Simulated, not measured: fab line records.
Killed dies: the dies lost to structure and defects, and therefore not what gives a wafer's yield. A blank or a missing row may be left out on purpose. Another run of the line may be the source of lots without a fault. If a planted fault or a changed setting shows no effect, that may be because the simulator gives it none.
Chamber matching -- flow sky130 -- SKY_VIA3_CMP_24 on cmp-01 has 4 sister chambers
The step polishes, stops on SiO2, t overpolish 20 s, target thk 0 nm. 4 wafers are shown with their chamber, then 12 later ones without.

WAFERS PAIRED WITH THEIR CHAMBERS
wafer,chamber,motor-current-A (A)
L094.2,0,10.4
L095.1,3,9.8
L095.2,1,11.6
L095.6,2,11.6

WAFERS WITHOUT THEIR CHAMBER
wafer,motor-current-A (A)
L095.3,11.0
L095.4,10.5
L095.5,10.8
L096.2,10.4
L096.4,11.4
L096.5,11.4
L097.1,10.6
L097.3,11.4
L097.4,10.6
L097.2,10.5
L097.5,11.5
L097.6,11.8

WHICH CHAMBER EACH ONE RAN IN
wafer,from the rows above,in truth
L095.3,can't be placed: 0 or 1 or 2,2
L095.4,0,0
L095.5,can't be placed: 0 or 1 or 2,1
L096.2,0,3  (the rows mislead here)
L096.4,can't be placed: 1 or 2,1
L096.5,can't be placed: 1 or 2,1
L097.1,0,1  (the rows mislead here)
L097.3,can't be placed: 1 or 2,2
L097.4,0,0
L097.2,0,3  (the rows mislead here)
L097.5,can't be placed: 1 or 2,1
L097.6,can't be placed: 1 or 2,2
Correctly placed: 2 of 12. Cannot be placed on the basis of these rows: 7; the candidates contain the true chamber in 7. Placed wrongly: 3.
How it was worked out, from the rows above alone: a wafer's distance from a chamber is the root of the sum, over the readings, of the square of ((its reading less the chamber's mean) divided by the reading's scatter). The wafer belongs to the nearest chamber; if the next one is less than 2 further off, it can't be placed. Each chamber's mean is taken over the wafers shown for it. The scatter (one wafer shown for each chamber): square how far every hidden wafer sits from the nearest shown wafer, average those squares and take the square root.
